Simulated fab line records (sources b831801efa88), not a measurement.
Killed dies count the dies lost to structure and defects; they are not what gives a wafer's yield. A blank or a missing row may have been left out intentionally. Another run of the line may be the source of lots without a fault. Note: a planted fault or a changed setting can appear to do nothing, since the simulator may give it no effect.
fab line records	flow sky130
record lots=12	wafers=36	last_day=50
route steps=708 shown SD_P@328 LI_CONTACT@362
lots with no fault: from the same line, run without faults
start_h: start of the lot's first displayed wafer, in hours after the record's first day	wait_h: hours since the lot's step before	" same as the row above	L1.1+2: one row covering several wafers at once	- no value, or no start given	* or withheld: withheld	< > ~ a bound
route shown NAME@n: a module of which the file shows steps, and the number in the route of the first	usual: mean and standard deviation over wafers with no fault	same: alike in all rows	chamber/n: place in a boat	sites: readings site by site	_std_site: their standard deviation	_edge_site: inner sites' mean taken away from outer sites' mean	radius_mm: for every site, how far away it sits from the centre of the wafer	mask NAME#n: copy n	behind: the tool/chamber that last shaped the wafer	hold: why the lot was held/for how many hours/how that ended	device: which transistor (n, p or np) failed to switch	end of line: the same wafers' tests at the end of the route	step lacking rows: just its recipe	killed: at the first sort, the dies lost to defects and structure; wafer yield is something else	map: per-die view of a wafer (x killed, . not killed, _ where there is no die)
set.NAME: the setting as run; set.NAME@STEP: as run at that earlier step	model.NAME: the simulator's own value behind a step, which no gauge read
the route's steps for a sample of lots (tables are steps, rows are wafers)
services: the hour from which a tool's chamber was out of use, counted from the record's first day as start_h (under 0 if before that day), plus the number of hours and why
## steps
# step SKY_SD_P_OVL_MEAS_08
# usual SD_P_OVL=0.6/1.6
lot.wafer	tool	chamber	start_h	wait_h	SD_P_OVL[nm]
L326.3	overlay-02	-	579.17	0.1	2.0
L326.5	"	-	"	"	2.3
L326.6	"	-	"	"	3.3
L328.2	overlay-01	-	590.98	0.1	-1.5
L328.4	"	-	"	"	0.9
L328.6	"	-	"	"	0.5
L329.1	overlay-01	-	603.09	0.1	1.1
L329.4	"	-	"	"	2.2
L329.5	"	-	"	"	3.0
L330.1	overlay-02	-	612.46	0.1	-2.3
L330.4	"	-	"	"	-2.2
L330.5	"	-	"	"	-0.6
L332.1	overlay-01	-	629.42	0.1	-0.7
L332.3	"	-	"	"	0.1
L332.4	"	-	"	"	0.1
L333.3	overlay-01	-	638.48	0.1	0.3
L333.4	"	-	"	"	0.7
L333.6	"	-	"	"	0.3
L334.3	overlay-01	-	646.55	0.1	3.2
L334.4	"	-	"	"	1.7
L334.6	"	-	"	"	0.2
L343.2	overlay-01	-	723.71	0.1	0.0
L343.3	"	-	"	"	1.3
L343.4	"	-	"	"	0.2
L346.3	overlay-01	-	781.48	0.1	1.2
L346.4	"	-	"	"	0.7
L346.6	"	-	"	"	-2.1
L349.1	overlay-01	-	782.07	0.1	2.1
L349.2	"	-	"	"	3.1
L349.4	"	-	"	"	1.9
L345.2	overlay-01	-	783.61	0.1	0.2
L345.5	"	-	"	"	-0.1
L345.6	"	-	"	"	1.0
L348.2	overlay-02	-	788.46	0.1	1.5
L348.3	"	-	"	"	2.7
L348.4	"	-	"	"	0.6
# step SKY_SD_P_TW_MEAS_11
# usual SD_P_TW=2807/17
lot.wafer	tool	chamber	start_h	wait_h	SD_P_TW
L326.3	film_metro-02	-	579.46	0.1	2789
L326.5	"	-	"	"	2791
L326.6	"	-	"	"	2808
L328.2	film_metro-03	-	591.27	0.1	2811
L328.4	"	-	"	"	2785
L328.6	"	-	"	"	2809
L329.1	film_metro-04	-	603.38	0.1	2813
L329.4	"	-	"	"	2808
L329.5	"	-	"	"	2826
L330.1	film_metro-02	-	612.74	0.1	2800
L330.4	"	-	"	"	2792
L330.5	"	-	"	"	2804
L332.1	film_metro-03	-	629.71	0.1	2795
L332.3	"	-	"	"	2806
L332.4	"	-	"	"	2785
L333.3	film_metro-03	-	638.78	0.1	2809
L333.4	"	-	"	"	2798
L333.6	"	-	"	"	2791
L334.3	film_metro-03	-	646.85	0.1	2792
L334.4	"	-	"	"	2791
L334.6	"	-	"	"	2801
L343.2	film_metro-04	-	724.03	0.1	2830
L343.3	"	-	"	"	2829
L343.4	"	-	"	"	2834
L346.3	film_metro-03	-	781.78	0.1	2832
L346.4	"	-	"	"	2835
L346.6	"	-	"	"	2826
L349.1	film_metro-04	-	782.36	0.1	2824
L349.2	"	-	"	"	2804
L349.4	"	-	"	"	2816
L345.2	film_metro-04	-	783.90	0.1	2816
L345.5	"	-	"	"	2816
L345.6	"	-	"	"	2814
L348.2	film_metro-03	-	788.75	0.1	2843
L348.3	"	-	"	"	2823
L348.4	"	-	"	"	2844
# step SKY_LI_CONTACT_HDPCVD_00
# recipe material=PSG	target_thk_nm=930	sigma_open_frac=0.3	time_s=160	temp_c=600	sih4_flow_sccm=60	pressure_mtorr=6
lot.wafer	tool	chamber	start_h	wait_h
L326.3+5+6	hdpcvd-02	1,2,0	640.46	0.0
L328.2+4+6	hdpcvd-02	1,1,2	649.62	0.0
L329.1+4+5	hdpcvd-02	2,1,0	662.72	0.0
L330.1+4+5	hdpcvd-02	1,1,2	670.75	0.0
L332.1+3+4	hdpcvd-02	0,2,1	687.71	0.0
L333.3+4+6	hdpcvd-02	0,0,2	696.11	0.0
L334.3+4+6	hdpcvd-02	1,2,0	705.25	0.0
L343.2+3+4	hdpcvd-01	1,0,1	779.67	0.0
L346.3+4+6	hdpcvd-01	0,0,1	835.30	0.0
L349.1+2+4	hdpcvd-02	1,0,1	835.60	0.0
L345.2+5+6	hdpcvd-02	1,1,0	837.90	0.0
L348.2+3+4	hdpcvd-01	2,0,1	842.37	0.0
# step SKY_LI_CONTACT_THK_MEAS_01
# recipe reads=PSG_of_LI_CONTACT_HDPCVD_00
# usual LI_CONTACT_HDPCVD_THK=961/15
lot.wafer	tool	chamber	start_h	wait_h	LI_CONTACT_HDPCVD_THK[nm]
L326.3	film_metro-03	-	640.59	0.1	959
L326.5	"	-	"	"	977
L326.6	"	-	"	"	975
L328.2	film_metro-02	-	649.74	0.1	950
L328.4	"	-	"	"	954
L328.6	"	-	"	"	978
L329.1	film_metro-02	-	662.82	0.1	984
L329.4	"	-	"	"	941
L329.5	"	-	"	"	957
L330.1	film_metro-03	-	670.86	0.1	940
L330.4	"	-	"	"	947
L330.5	"	-	"	"	971
L332.1	film_metro-02	-	687.81	0.1	968
L332.3	"	-	"	"	981
L332.4	"	-	"	"	951
L333.3	film_metro-03	-	696.23	0.1	1371
L333.4	"	-	"	"	964
L333.6	"	-	"	"	1354
L334.3	film_metro-04	-	705.38	0.1	1335
L334.4	"	-	"	"	969
L334.6	"	-	"	"	1355
L343.2	film_metro-04	-	779.78	0.1	965
L343.3	"	-	"	"	971
L343.4	"	-	"	"	970
L346.3	film_metro-03	-	835.43	0.1	957
L346.4	"	-	"	"	951
L346.6	"	-	"	"	957
L349.1	film_metro-02	-	835.71	0.1	936
L349.2	"	-	"	"	950
L349.4	"	-	"	"	923
L345.2	film_metro-04	-	838.01	0.1	954
L345.5	"	-	"	"	946
L345.6	"	-	"	"	953
L348.2	film_metro-04	-	842.49	0.1	941
L348.3	"	-	"	"	956
L348.4	"	-	"	"	976
# step SKY_LI_CONTACT_CMP_02
# recipe material=PSG	down_force_psi=4	platen_rpm=60	pad_velocity_m_s=0.94248
# usual motor_current_A=12.2/0.84	time_to_endpoint_s=35/3.1
lot.wafer	tool	chamber	start_h	wait_h	motor_current_A	time_to_endpoint_s
L326.3	cmp-01	2	640.73	0.1	12.1	37
L326.6	"	0	"	"	11.9	41
L326.5	"	1	"	"	11.4	38
L328.2	cmp-01	1	649.98	0.2	12.5	37
L328.4	"	2	"	"	12.1	32
L328.6	"	1	"	"	12.4	37
L329.4	cmp-01	2	662.88	0.0	12.0	34
L329.1	"	0	"	"	12.2	38
L329.5	"	2	"	"	11.8	33
L330.1	cmp-01	1	670.92	0.1	12.6	33
L330.4	"	2	"	"	12.5	33
L330.5	"	1	"	"	12.8	37
L332.3	cmp-02	3	687.92	0.1	11.2	33
L332.1	"	0	"	"	12.3	38
L332.4	"	1	"	"	13.9	31
L333.4	cmp-02	1	696.27	0.0	14.1	35
L333.3	"	0	"	"	13.0	79
L333.6	"	1	"	"	13.7	75
L334.3	cmp-01	3	705.47	0.1	12.3	78
L334.4	"	0	"	"	12.4	42
L334.6	"	2	"	"	12.5	76
L343.3	cmp-02	1	779.83	0.0	14.3	36
L343.2	"	2	"	"	11.2	33
L343.4	"	0	"	"	12.5	38
L346.4	cmp-02	1	835.47	0.0	14.1	32
L346.3	"	3	"	"	10.8	31
L346.6	"	2	"	"	10.9	29
L349.2	cmp-01	1	835.77	0.0	12.3	35
L349.1	"	2	"	"	12.5	32
L349.4	"	0	"	"	12.4	31
L345.2	cmp-02	2	838.16	0.1	10.6	31
L345.5	"	0	"	"	12.9	32
L345.6	"	1	"	"	14.3	30
L348.2	cmp-01	3	842.59	0.1	12.2	32
L348.4	"	0	"	"	12.2	34
L348.3	"	1	"	"	12.4	33
# step SKY_LI_CONTACT_RS_MEAS_22
# recipe thk_meas_gauge=four-point-probe	reads=W_of_LI_CONTACT_CVD_21+TiN_of_LI_CONTACT_SPUTTER_20+Ti_of_LI_CONTACT_SPUTTER_19
# usual LI_CONTACT_W_RS=0.275/0.0039
lot.wafer	tool	chamber	start_h	wait_h	LI_CONTACT_W_RS[ohm/sq]
L326.3	film_metro-03	-	670.25	0.1	0.274
L326.5	"	-	"	"	0.281
L326.6	"	-	"	"	0.275
L328.2	film_metro-02	-	679.74	0.1	0.272
L328.4	"	-	"	"	0.271
L328.6	"	-	"	"	0.272
L329.1	film_metro-04	-	693.52	0.1	0.273
L329.4	"	-	"	"	0.273
L329.5	"	-	"	"	0.274
L330.1	film_metro-04	-	700.83	0.1	0.272
L330.4	"	-	"	"	0.283
L330.5	"	-	"	"	0.273
L332.1	film_metro-04	-	716.56	0.1	0.283
L332.3	"	-	"	"	0.282
L332.4	"	-	"	"	0.279
L333.3	film_metro-04	-	725.47	0.1	0.281
L333.4	"	-	"	"	0.275
L333.6	"	-	"	"	0.282
L334.3	film_metro-04	-	733.70	0.1	0.271
L334.4	"	-	"	"	0.283
L334.6	"	-	"	"	0.272
L343.2	film_metro-02	-	806.51	0.1	0.271
L343.3	"	-	"	"	0.274
L343.4	"	-	"	"	0.273
L346.3	film_metro-04	-	862.80	0.1	0.273
L346.4	"	-	"	"	0.271
L346.6	"	-	"	"	0.269
L349.1	film_metro-03	-	863.38	0.1	0.272
L349.2	"	-	"	"	0.280
L349.4	"	-	"	"	0.285
L345.2	film_metro-03	-	865.60	0.1	0.272
L345.5	"	-	"	"	0.272
L345.6	"	-	"	"	0.277
L348.2	film_metro-04	-	870.28	0.1	0.274
L348.3	"	-	"	"	0.276
L348.4	"	-	"	"	0.277
## services
tool	chamber	start_h	hours	kind
hdpcvd-02	-	625.96	0.8	repair
hdpcvd-01	-	636.98	2.8	pm
cmp-02	-	637.23	1.0	repair
cmp-02	-	638.53	41.3	repair
cmp-02	-	639.83	1.6	repair
hdpcvd-01	-	650.75	15.0	pm
hdpcvd-01	0	650.75	15.0	vent_cycle
hdpcvd-01	1	650.75	15.0	vent_cycle
hdpcvd-01	2	650.75	15.0	vent_cycle
cmp-02	-	652.46	1.8	repair
hdpcvd-01	0	665.75	-	clean
hdpcvd-02	0	675.89	2.1	repair
cmp-02	-	711.11	3.6	pm
cmp-02	-	721.48	5.5	pm
cmp-02	-	744.10	4.0	pm
cmp-01	-	745.24	2.0	repair
cmp-02	-	748.10	-	consumable_replace:conditioner
cmp-02	-	748.10	-	consumable_replace:pad
cmp-02	-	764.08	1.6	repair
cmp-02	-	771.63	0.9	repair
cmp-02	-	783.55	4.4	repair
cmp-02	-	796.71	0.7	repair
cmp-02	-	817.08	1.4	repair
cmp-02	-	832.31	1.0	repair
## key
first_sign step=SKY_LI_CONTACT_THK_MEAS_01	reading=LI_CONTACT_HDPCVD_THK	direction=up	sigmas=27	usual=961	struck=1354
effect step=SKY_LI_CONTACT_CMP_02	reading=time_to_endpoint_s	direction=up	sigmas=14	usual=*	struck=*
met_at SKY_LI_CONTACT_HDPCVD_00
struck_lots L333,L334
struck_wafers L333.3,L333.6,L334.3,L334.6
tester_left_out L333,L334
not_acting_at SKY_SD_P_OVL_MEAS_08,SKY_SD_P_TW_MEAS_11,SKY_LI_CONTACT_RS_MEAS_22
onset_between 687.71 696.11
fault kind=process_parameter_drift	tool=hdpcvd-02	chamber=-	onset_h=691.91	steps=SKY_LI_CONTACT_HDPCVD_00	channel=target_thk_nm	offset=380.58	shape=step	end_h=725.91	scope=struck_wafers_only	acts_in=these_recipes_only	stated=930
# tester_left_out: of these lots the tester's yield and bins aren't shown, on N5 and GAA mostly nor the transistor test; their killed dies are dies lost to structure and defects alone, not to doping, threshold or leakage, so they don't give the yield
